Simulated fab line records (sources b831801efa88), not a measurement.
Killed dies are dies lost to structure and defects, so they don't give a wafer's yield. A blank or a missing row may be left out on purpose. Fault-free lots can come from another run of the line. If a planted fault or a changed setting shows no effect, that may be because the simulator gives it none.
Which tool was responsible?    flow sky130    Sampling: 13 lots, 39 wafers, 6 of 708 route steps

== WHAT EACH GAUGE READ, for each wafer ==
SKY_LDD_HVN_OVL_MEAS_07. Usual: LDD_HVN_OVL 0.4 nm, standard deviation 1.1.
lot   measured      on          LDD_HVN_OVL (nm)  flag
L239  day 20 08:56  overlay-02  0.3 2.7 1.8       
L241  day 21 05:52  overlay-02  0.8 -0.1 1.3      
L242  day 22 03:41  overlay-01  0.6 -0.2 1.7      
L243  day 22 18:01  overlay-02  0.4 -1.2 0.8      
L244  day 22 18:40  overlay-02  0.3 -1.1 0.4      
L246  day 23 06:53  overlay-02  0.8 0.9 1.9       
L245  day 23 12:11  overlay-01  0.4 -0.6 0.3      
L248  day 23 19:37  overlay-02  0.4 -0.2 -1.0     
L247  day 23 19:58  overlay-02  -0.2 -0.7 -0.1    
L249  day 24 07:05  overlay-02  0.7 0.7 0.3       
L252  day 25 20:56  overlay-02  -1.7 -2.2 -0.8    
L255  day 26 15:19  overlay-02  -1.0 0.2 -0.7     
L261  day 28 15:37  overlay-02  0.5 1.9 0.2       

SKY_SD_N_OVL_MEAS_08. Usual: SD_N_OVL 0.4 nm, standard deviation 1.3.
lot   measured      on          SD_N_OVL (nm)   flag
L239  day 27 22:00  overlay-01  2.0 1.3 1.2     
L241  day 28 18:21  overlay-01  -0.1 -0.6 0.0   
L242  day 29 14:30  overlay-01  -0.9 -0.9 0.6   
L243  day 30 03:17  overlay-02  -1.5 0.6 0.4    
L244  day 30 05:57  overlay-02  0.5 0.0 0.5     
L246  day 30 16:00  overlay-02  1.1 1.4 1.1     
L245  day 30 17:18  overlay-02  1.1 0.8 0.9     
L248  day 31 04:08  overlay-01  2.0 0.7 -0.7    
L247  day 31 04:56  overlay-02  0.5 0.6 -0.3    
L249  day 31 12:54  overlay-02  -2.5 -0.8 -1.1  
L252  day 32 23:11  overlay-01  0.2 0.5 0.8     
L255  day 33 15:29  overlay-01  1.9 1.2 -0.6    
L261  day 35 13:17  overlay-01  -1.5 -1.1 -2.4  

SKY_SD_N_TW_MEAS_12. Usual: SD_N_TW 3977, standard deviation 37.
lot   measured      on            SD_N_TW         flag
L239  day 27 22:26  filmMetro-01  3966 3995 3993  
L241  day 28 18:47  filmMetro-02  4013 4014 4013  
L242  day 29 14:56  filmMetro-01  3980 3970 3988  
L243  day 30 03:43  filmMetro-03  3934 3962 3942  
L244  day 30 06:23  filmMetro-03  3931 3938 3950  
L246  day 30 16:27  filmMetro-03  3931 3942 3960  
L245  day 30 17:45  filmMetro-03  3955 3933 3917  
L248  day 31 04:35  filmMetro-02  4019 4025 4021  
L247  day 31 05:23  filmMetro-03  3956 3943 3933  
L249  day 31 13:20  filmMetro-02  4016 4029 4033  
L252  day 32 23:38  filmMetro-02  4009 4032 4029  
L255  day 33 15:55  filmMetro-01  30 30 30        OFF
L261  day 35 13:43  filmMetro-03  3932 3950 3931  

== WHICH TOOL RAN EACH LOT (tool, then ch and the chambers of the sampled wafers, then the start) ==
lot   SKY_SPACER_ETCHBACK_02             SKY_RES_XHIGH_STRIP_08               SKY_SD_N_STRIP_11
L239  rieDiel-02 ch 2,3, day 22 23:41    plasmaAsher-01 ch 0,1, day 26 17:38  plasmaAsher-01 ch 0,1, day 27 22:21
L241  rieDiel-01 ch 0,3, day 23 21:13    plasmaAsher-04 ch 0,1, day 27 14:16  plasmaAsher-02 ch 0,1, day 28 18:41
L242  rieDiel-04 ch 0,3, day 24 19:44    plasmaAsher-04 ch 0,1, day 28 10:23  plasmaAsher-01 ch 0,1, day 29 14:51
L243  rieDiel-04 ch 0,1,2, day 25 08:23  plasmaAsher-04 ch 0,1, day 28 23:10  plasmaAsher-01 ch 0,1, day 30 03:37
L244  rieDiel-04 ch 1,3, day 25 10:38    plasmaAsher-04 ch 1, day 29 01:52    plasmaAsher-01 ch 0,1, day 30 06:17
L246  rieDiel-02 ch 1,2,3, day 25 21:17  plasmaAsher-04 ch 0,1, day 29 12:30  plasmaAsher-02 ch 0,1, day 30 16:22
L245  rieDiel-01 ch 0,1, day 26 00:43    plasmaAsher-01 ch 0,1, day 29 13:38  plasmaAsher-01 ch 0,1, day 30 17:39
L248  rieDiel-01 ch 2,3, day 26 10:12    plasmaAsher-02 ch 0,1, day 30 00:43  plasmaAsher-01 ch 0,1, day 31 04:29
L247  rieDiel-04 ch 0,2,3, day 26 10:12  plasmaAsher-01 ch 0,1, day 30 00:52  plasmaAsher-02 ch 0,1, day 31 05:16
L249  rieDiel-02 ch 1,2, day 26 21:05    plasmaAsher-01 ch 0,1, day 30 10:55  plasmaAsher-01 ch 0, day 31 13:14
L252  rieDiel-04 ch 0,1, day 28 08:34    plasmaAsher-01 ch 0,1, day 31 20:08  plasmaAsher-03 ch 0,1, day 32 23:33
L255  rieDiel-02 ch 1,3, day 29 02:38    plasmaAsher-04 ch 0,1, day 32 12:46  plasmaAsher-01 ch 0,1, day 33 15:49
L261  rieDiel-02 ch 0,1,3, day 31 01:50  plasmaAsher-01 ch 0,1, day 34 10:28  plasmaAsher-01 ch 0,1, day 35 13:37
- SKY_SPACER_ETCHBACK_02: etches Si3N4 in CH3F/O2, stops on SiO2, time 46.7 s, target depth 45 nm.
- SKY_RES_XHIGH_STRIP_08: strips in O2/N2.
- SKY_SD_N_STRIP_11: strips in O2/N2.

== AS READ BY THE TOOLS THEMSELVES (means over the sampled wafers that have a number; for cases with no such wafer, the mark the record gives instead) ==
SKY_SPACER_ETCHBACK_02. Usual: drypumpMotorCurrentA 5.8 A, standard deviation 0.45; oesProductAu 0.856 a.u., standard deviation 0.0069; throttleValvePct 10.564 %, standard deviation 0.0092.
lot   tool        drypumpMotorCurrentA (A)  oesProductAu (a.u.)  throttleValvePct (%)  flag
L239  rieDiel-02  6.0                       0.843                10.555                
L241  rieDiel-01  5.5                       0.855                10.558                
L242  rieDiel-04  5.8                       0.856                10.568                
L243  rieDiel-04  6.0                       0.858                10.565                
L244  rieDiel-04  5.7                       0.859                10.567                
L246  rieDiel-02  5.8                       0.858                10.563                
L245  rieDiel-01  5.3                       0.854                10.559                
L248  rieDiel-01  5.7                       0.857                10.569                
L247  rieDiel-04  6.1                       0.853                10.559                
L249  rieDiel-02  5.6                       0.860                10.562                
L252  rieDiel-04  5.7                       0.862                10.571                
L255  rieDiel-02  5.6                       0.854                10.561                
L261  rieDiel-02  5.7                       0.863                10.561                

SKY_RES_XHIGH_STRIP_08. Usual: drypumpMotorCurrentA 6.0 A, standard deviation 0.72; oesProductAu 0.711 a.u., standard deviation 0.0042; stripTimeToEndpointS 14.28 s, standard deviation 0.043.
lot   tool            drypumpMotorCurrentA (A)  oesProductAu (a.u.)  stripTimeToEndpointS (s)  flag
L239  plasmaAsher-01  5.8                       0.712                14.33                     
L241  plasmaAsher-04  6.6                       0.711                14.30                     
L242  plasmaAsher-04  6.6                       0.715                14.35                     
L243  plasmaAsher-04  6.7                       0.709                14.26                     
L244  plasmaAsher-04  6.6                       0.704                14.32                     
L246  plasmaAsher-04  6.6                       0.710                14.33                     
L245  plasmaAsher-01  5.7                       0.711                14.28                     
L248  plasmaAsher-02  5.7                       0.713                14.30                     
L247  plasmaAsher-01  5.7                       0.710                14.31                     
L249  plasmaAsher-01  5.2                       0.706                14.26                     
L252  plasmaAsher-01  5.2                       0.707                14.27                     
L255  plasmaAsher-04  6.6                       0.903                -                         OFF
L261  plasmaAsher-01  5.2                       0.708                14.31                     

SKY_SD_N_STRIP_11. Usual: drypumpMotorCurrentA 5.5 A, standard deviation 0.64; oesProductAu 0.527 a.u., standard deviation 0.0042; stripTimeToEndpointS 22.55 s, standard deviation 0.04.
lot   tool            drypumpMotorCurrentA (A)  oesProductAu (a.u.)  stripTimeToEndpointS (s)  flag
L239  plasmaAsher-01  5.2                       0.529                22.55                     
L241  plasmaAsher-02  5.7                       0.527                22.60                     
L242  plasmaAsher-01  5.2                       0.528                22.53                     
L243  plasmaAsher-01  5.8                       0.529                22.48                     
L244  plasmaAsher-01  5.2                       0.527                22.55                     
L246  plasmaAsher-02  5.7                       0.525                22.54                     
L245  plasmaAsher-01  5.2                       0.532                22.58                     
L248  plasmaAsher-01  5.8                       0.525                22.53                     
L247  plasmaAsher-02  5.7                       0.527                22.64                     
L249  plasmaAsher-01  4.7                       0.527                22.54                     
L252  plasmaAsher-03  5.3                       0.525                22.60                     
L255  plasmaAsher-01  5.8                       0.586                31.38                     OFF
L261  plasmaAsher-01  5.8                       0.527                22.54                     

== THE ANSWER, worked out from the rows above alone ==
Rule: a lot is off if the mean of its wafers that have a number lies more than 3 standard deviations from the usual mean. A lot without any number at a reading at which 4 lots or more have one is off too. Where the step has rows for the other lots, those lots are counted as sound. The gauges are gone through in route order, then the tools' own readings, and for those a lot's mean is taken as printed above. At the first step where some lot is off, the reading lying furthest off is the one used; lots without a number count as furthest.
Off: at SKY_SD_N_TW_MEAS_12 (SD_N_TW), L255.
A tool fits if, at a process step before that reading, it ran every lot that is off, and no sound lot after the first of them. The gauges at SKY_SD_N_TW_MEAS_12 aren't tried: what is off there is off at SKY_RES_XHIGH_STRIP_08 too, on other tools, and a gauge's error can't cause that. One candidate fits, namely plasmaAsher-04 at SKY_RES_XHIGH_STRIP_08. A fault onset in the window from L246 (day 29 12:30, its last sound lot) to L255 (day 32 12:46, its first lot off) fits.
On the lots that are off, the tool's own readings at SKY_RES_XHIGH_STRIP_08 differ by more than 5 times the standard deviation of the sound lots' means, which bears it out; oesProductAu reads 0.903 a.u. there versus 0.710 a.u. on the sound lots.
Blank at SKY_RES_XHIGH_STRIP_08 on the lots that are off, where sound lots have numbers: stripTimeToEndpointS.

== WHAT THE SIMULATOR HAD PUT IN ==
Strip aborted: plasmaAsher-04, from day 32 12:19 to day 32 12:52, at SKY_RES_XHIGH_STRIP_08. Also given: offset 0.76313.
Lots struck among those shown: L255. This agrees with what the rule above found.
